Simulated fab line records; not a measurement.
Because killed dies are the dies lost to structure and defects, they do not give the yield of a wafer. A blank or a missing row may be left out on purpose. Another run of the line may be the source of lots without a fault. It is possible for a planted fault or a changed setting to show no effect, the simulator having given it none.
Which tool did it? | flow gf180mcu | Sampling: 12 lots, 36 wafers, 5 of 602 route steps

== WHAT EACH GAUGE READ, for each wafer ==
GF_M5_OVL_MEAS_08.
lot  | measured     | on         | M5_OVL (nm)
L561 | day 26 10:41 | overlay-01 | -8 -11 -9
L562 | day 26 21:49 | overlay-02 | 9 10 3
L563 | day 27 01:19 | overlay-02 | 0 -7 -7
L566 | day 28 01:08 | overlay-01 | 2 0 -1
L573 | day 30 14:26 | overlay-01 | 8 11 7
L575 | day 31 01:55 | overlay-01 | 3 2 3
L574 | day 31 05:07 | overlay-01 | 0 -3 3
L577 | day 31 12:09 | overlay-01 | -6 -9 -4
L578 | day 31 17:59 | overlay-02 | 7 4 8
L581 | day 32 03:18 | overlay-02 | 5 6 9
L583 | day 32 12:34 | overlay-02 | 11 20 12
L584 | day 32 16:05 | overlay-01 | 7 -6 6

GF_V5_BOW_MEAS_05.
lot  | measured     | on            | V5_BOW (um)
L561 | day 26 11:59 | film metro-03 | 141 136 138
L562 | day 26 23:28 | film metro-04 | 135 135 154
L563 | day 27 02:49 | film metro-01 | 124 119 121
L566 | day 28 02:28 | film metro-01 | 138 134 126
L573 | day 30 15:47 | film metro-01 | 140 133 134
L575 | day 31 03:17 | film metro-04 | 121 109 131
L574 | day 31 06:28 | film metro-03 | 130 140 130
L577 | day 31 13:35 | film metro-03 | 134 145 131
L578 | day 31 19:24 | film metro-03 | 134 136 143
L581 | day 32 04:49 | film metro-03 | 119 138 118
L583 | day 32 14:07 | film metro-01 | 138 135 143
L584 | day 32 17:32 | film metro-03 | 141 142 139

GF_PASSIVATION_THK_MEAS_03.
lot  | measured     | on            | PASSIVATION_CVD_02_THK (nm)
L561 | day 28 06:34 | film metro-02 | 693 692 709
L562 | day 28 17:55 | film metro-04 | 695 709 703
L563 | day 28 21:26 | film metro-02 | 690 713 705
L566 | day 29 19:10 | film metro-04 | 694 702 703
L573 | day 32 05:11 | film metro-02 | 613 607 594 612 607 594
L575 | day 32 16:25 | film metro-02 | 605 619 614 605 619 615
L574 | day 32 20:32 | film metro-01 | 698 703 701
L577 | day 33 02:04 | film metro-04 | 715 688 713
L578 | day 33 07:57 | film metro-01 | 705 700 710
L581 | day 33 16:08 | film metro-02 | 696 695 703
L583 | day 34 02:11 | film metro-04 | 714 733 704
L584 | day 34 04:07 | film metro-04 | 701 713 720

== WHICH TOOL RAN EACH LOT (tool, then ch and the chambers of the sampled wafers, then the start) ==
lot  | GF_V5_CMP_04                  | GF_PASSIVATION_CVD_02
L561 | cmp-01 ch 0,1,3, day 26 11:41 | pecvd-02 ch 0,1, day 28 06:08
L562 | cmp-02 ch 2,3, day 26 23:10   | pecvd-02 ch 0,2, day 28 17:37
L563 | cmp-01 ch 1,2,3, day 27 02:29 | pecvd-02 ch 0,1,2, day 28 21:08
L566 | cmp-01 ch 1,2, day 28 02:07   | pecvd-02 ch 1,2, day 29 18:51
L573 | cmp-01 ch 1,3, day 30 15:28   | pecvd-02 ch 0,2, day 32 04:53
L575 | cmp-02 ch 1,2,3, day 31 02:58 | pecvd-02 ch 0,1, day 32 15:59
L574 | cmp-01 ch 0,1, day 31 06:13   | pecvd-01 ch 0,2, day 32 20:06
L577 | cmp-02 ch 0,1,3, day 31 13:17 | pecvd-01 ch 0,1,2, day 33 01:47
L578 | cmp-01 ch 1,2,3, day 31 19:09 | pecvd-01 ch 0,1, day 33 07:40
L581 | cmp-01 ch 0,2,3, day 32 04:31 | pecvd-04 ch 0,2, day 33 15:51
L583 | cmp-02 ch 1,2,3, day 32 13:55 | pecvd-01 ch 0,2, day 34 01:53
L584 | cmp-02 ch 0,1, day 32 17:12   | pecvd-04 ch 0,1,2, day 34 03:48
- GF_V5_CMP_04: polishes SiO2.
- GF_PASSIVATION_CVD_02: deposits Si3N4, target thk 700 nm, time 486.18 s.

== AS READ BY THE TOOLS THEMSELVES (means over the sampled wafers that have a number; for cases with no such wafer, the mark the record gives instead) ==
GF_V5_CMP_04.
lot  | tool   | motor current A (A) | slurry filter dp kPa (kPa)
L561 | cmp-01 | 11.5                | 13.55
L562 | cmp-02 | 13.0                | 13.62
L563 | cmp-01 | 11.9                | 13.48
L566 | cmp-01 | 13.5                | 13.55
L573 | cmp-01 | 11.9                | 13.52
L575 | cmp-02 | 11.9                | 13.43
L574 | cmp-01 | 13.3                | 13.62
L577 | cmp-02 | 12.8                | 13.57
L578 | cmp-01 | 11.8                | 13.56
L581 | cmp-01 | 12.4                | 13.45
L583 | cmp-02 | 12.2                | 13.53
L584 | cmp-02 | 13.0                | 13.56

GF_PASSIVATION_CVD_02.
lot  | tool     | heater power outer w (W) | heater power w (W) | rf fwd power W (W) | susceptor temp C (C)
L561 | pecvd-02 | 385                      | 688                | 452.0              | 399.74
L562 | pecvd-02 | 473                      | 828                | 447.9              | 400.26
L563 | pecvd-02 | 475                      | 796                | 448.6              | 399.99
L566 | pecvd-02 | 492                      | 816                | 448.7              | 399.47
L573 | pecvd-02 | 560                      | 927                | 269.8              | 399.79
L575 | pecvd-02 | 460                      | 744                | 268.1              | 399.87
L574 | pecvd-01 | 384                      | 619                | 449.1              | 400.17
L577 | pecvd-01 | 380                      | 648                | 449.5              | 400.31
L578 | pecvd-01 | 408                      | 678                | 449.7              | 399.96
L581 | pecvd-04 | 506                      | 797                | 449.7              | 400.16
L583 | pecvd-01 | 374                      | 632                | 448.5              | 400.09
L584 | pecvd-04 | 427                      | 713                | 448.8              | 400.19

== THE ANSWER, worked out from the rows above alone ==
Rule: the usual values come from the lots themselves. The widest of any qualifying gaps counts: lots, ordered by their means at a reading, are off when they make up no more than a third of the lots, leave a main group of 4 or more, and stand apart from it by 3 or more times the standard deviation of that group's means. Not used: any main group whose means are identical at the precision the tables above print for the reading. A lot without any number at a reading at which 4 lots or more have one is off too. The other lots that the step has rows for count as sound. The gauges are gone through in route order, then the tools' own readings, and for those a lot's mean is taken as printed above. At the first step where some lot is off, the reading lying furthest off is the one used; lots without a number count as furthest.
Off: L573, L575, at GF_PASSIVATION_THK_MEAS_03 (PASSIVATION_CVD_02_THK). Main group: mean 704 nm, sd 5.8.
A tool fits if, at a process step before that reading, it ran every lot that is off, and no sound lot after the first of them. The gauges at GF_PASSIVATION_THK_MEAS_03 aren't tried: what is off there is off at GF_PASSIVATION_CVD_02 too, on other tools, and a gauge's error can't cause that. One candidate fits, namely pecvd-02 at GF_PASSIVATION_CVD_02. Its last sound lot is L566 (day 29 18:51), its first lot that is off L573 (day 32 04:53): a fault that began between those two fits.
The tool's own readings at GF_PASSIVATION_CVD_02 bear it out: on the lots that are off they differ by more than 5 times the standard deviation of the sound lots' means. rf fwd power W reads 269.0 W there against 449.2 W on the sound lots.

== WHAT THE SIMULATOR HAD INSERTED ==
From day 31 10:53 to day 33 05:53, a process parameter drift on pecvd-02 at GF_PASSIVATION_CVD_02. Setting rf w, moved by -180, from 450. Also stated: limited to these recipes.
Shown lots that were struck: L573, L575. This agrees with what the rule above found.
